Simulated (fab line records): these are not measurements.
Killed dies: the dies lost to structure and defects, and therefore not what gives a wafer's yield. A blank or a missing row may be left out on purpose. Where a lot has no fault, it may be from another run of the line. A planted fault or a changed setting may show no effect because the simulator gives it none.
The same fault as seen by 2 desks :: flow gf180mcu :: what lay behind the numbers comes last; until then each desk has only its own

== FOR THE TOOL OWNER'S DESK: plasma asher-01 ==
The tool's own readings at GF_HV_LDD_STRIP_49 (strips in O2/N2): means of the sampled wafers that have a number, for each lot that ran on this tool. A lot is out of limits, marked OUT, if its mean lies more than 4 standard deviations from the usual mean; the brackets give that distance.
Columns: A = drypump motor current A at GF_HV_LDD_STRIP_49, usual 5.51 A; B = heater power w at GF_HV_LDD_STRIP_49, usual 321 W; C = oes product au at GF_HV_LDD_STRIP_49, usual 0.716 a.u.; D = strip time to endpoint s at GF_HV_LDD_STRIP_49, usual 12.63 s
lot: L223
first seen here: day 13 03:20
A: 5.81
B: 374
C: 0.714
D: 12.63

lot: L226
first seen here: day 14 08:46
A: 5.65
B: 375
C: 0.714
D: 12.59

lot: L235
first seen here: day 17 10:38
A: 5.82
B: 376
C: 0.719
D: 12.57

lot: L236
first seen here: day 17 16:53
A: 5.80
B: 371
C: 0.718
D: 12.67

lot: L237
first seen here: day 18 02:34
A: 5.82
B: 375
C: 0.716
D: 12.63

lot: L238
first seen here: day 18 07:52
A: 5.82
B: 374
C: 0.722
D: 12.59
This desk's finding: nothing out of limits on any of the 6 lots.

== FROM THE METROLOGY DESK ==
Means of the sampled wafers that have a number, per lot and without regard to the tool the lot ran on: this is what the gauges read. A lot is out of limits, marked OUT, if its mean lies more than 4 standard deviations from the usual mean; the brackets give that distance.
Columns: A = V5_CVD_02_THK at GF_V5_THK_MEAS_03, usual 1454 nm; B = cd nm at GF_TOP_METAL_CD_MEAS_14, usual 440.4 nm
lot: L222
first seen here: day 27 04:14
A: 1463
B: 441.8

lot: L223
first seen here: day 27 09:59
A: 1439
B: 439.5

lot: L224
first seen here: day 27 18:18
A: 1429
B: 438.5

lot: L225
first seen here: day 27 23:11
A: 1469
B: 441.7

lot: L226
first seen here: day 28 12:21
A: 1477
B: 438.7

lot: L228
first seen here: day 29 08:26
A: 1455
B: 439.9

lot: L230
first seen here: day 29 15:25
A: 1458
B: 439.9

lot: L231
first seen here: day 29 23:56
A: 1496
B: 443.1

lot: L234
first seen here: day 30 19:37
A: 1431
B: 441.4

lot: L235
first seen here: day 31 05:43
A: 1478
B: 441.8

lot: L236
first seen here: day 31 07:16
A: 1457
B: 439.3

lot: L237
first seen here: day 31 14:21
A: 1430
B: 442.1

lot: L238
first seen here: day 31 18:44
A: 1471
B: 437.6

lot: L240
first seen here: day 32 06:34
A: 1456
B: 442.7
This desk's finding: nothing out of limits on any of the 14 lots.

== TAKEN TOGETHER ==
Nothing out of limits was seen by the tool owner's desk.
From the metrology desk's view, nothing was out of limits.

== WHAT THE SIMULATOR HAD INSERTED ==
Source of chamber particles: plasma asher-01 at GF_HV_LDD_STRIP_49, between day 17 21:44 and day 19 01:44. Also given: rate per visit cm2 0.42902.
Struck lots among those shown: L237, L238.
